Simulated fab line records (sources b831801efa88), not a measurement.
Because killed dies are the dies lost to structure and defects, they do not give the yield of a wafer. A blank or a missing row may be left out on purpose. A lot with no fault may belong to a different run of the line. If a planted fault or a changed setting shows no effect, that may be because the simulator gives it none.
Matching of chambers :: flow sky130 :: 3 sister chambers for SKY_VIA4_HDPCVD_00 on hdpcvd-02
The step deposits SiO2, target thk 1750 nm, time 291.7 s. 20 wafers are shown with their chamber, then 9 later ones without.

## EACH WAFER AND ITS CHAMBER
wafer: L736.3
chamber: 2
run-length-s (s): 320.2

wafer: L736.4
chamber: 1
run-length-s (s): 319.6

wafer: L736.5
chamber: 2
run-length-s (s): 320.2

wafer: L737.3
chamber: 0
run-length-s (s): 319.6

wafer: L737.5
chamber: 0
run-length-s (s): 319.6

wafer: L737.6
chamber: 1
run-length-s (s): 319.2

wafer: L738.3
chamber: 0
run-length-s (s): 319.5

wafer: L738.4
chamber: 1
run-length-s (s): 319.3

wafer: L738.6
chamber: 0
run-length-s (s): 319.7

wafer: L739.2
chamber: 2
run-length-s (s): 319.9

wafer: L739.4
chamber: 1
run-length-s (s): 319.6

wafer: L739.6
chamber: 2
run-length-s (s): 320.5

wafer: L742.4
chamber: 2
run-length-s (s): 319.8

wafer: L742.5
chamber: 1
run-length-s (s): 319.4

wafer: L750.1
chamber: 0
run-length-s (s): 319.7

wafer: L750.5
chamber: 0
run-length-s (s): 320.5

wafer: L750.6
chamber: 2
run-length-s (s): 319.9

wafer: L754.3
chamber: 2
run-length-s (s): 319.9

wafer: L754.4
chamber: 0
run-length-s (s): 320.1

wafer: L754.6
chamber: 2
run-length-s (s): 319.7

SIGNATURES, as means of the wafers listed above
reading: run-length-s
chamber 0: 319.814
chamber 1: 319.420
chamber 2: 320.012
scatter within a chamber: 0.285
Rule: a wafer lies at a distance from a chamber equal to the root of the sum of squares, over the readings, of (its reading less the chamber's mean, divided by the reading's scatter). The wafer belongs to the nearest chamber; if the next one is less than 2 further off, it can't be placed. The scatter: take each reading less its chamber's mean, square it, sum over the shown wafers, divide by the number of wafers less the number of chambers, and take the root.

## WAFERS MISSING THEIR CHAMBER
wafer: L755.1
run-length-s (s): 319.4

wafer: L755.2
run-length-s (s): 320.4

wafer: L755.3
run-length-s (s): 319.7

wafer: L756.1
run-length-s (s): 320.1

wafer: L756.2
run-length-s (s): 320.0

wafer: L756.4
run-length-s (s): 319.8

wafer: L757.2
run-length-s (s): 319.1

wafer: L757.4
run-length-s (s): 319.7

wafer: L757.6
run-length-s (s): 319.2

## CHAMBER TAKEN BY EACH
wafer: L755.1
from the rows above: can't be placed: 1 or 0
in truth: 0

wafer: L755.2
from the rows above: can't be placed: 2 or 0
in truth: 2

wafer: L755.3
from the rows above: can't be placed: 0 or 1 or 2
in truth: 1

wafer: L756.1
from the rows above: can't be placed: 2 or 0
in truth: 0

wafer: L756.2
from the rows above: can't be placed: 2 or 0 or 1
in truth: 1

wafer: L756.4
from the rows above: can't be placed: 0 or 2 or 1
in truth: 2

wafer: L757.2
from the rows above: can't be placed: 1 or 0
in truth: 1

wafer: L757.4
from the rows above: can't be placed: 0 or 1 or 2
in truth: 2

wafer: L757.6
from the rows above: can't be placed: 1 or 0
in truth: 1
Correct placement for 0 of the 9. These rows do not allow placing 9 (true chamber among the candidates in 9). Number placed wrongly: 0.
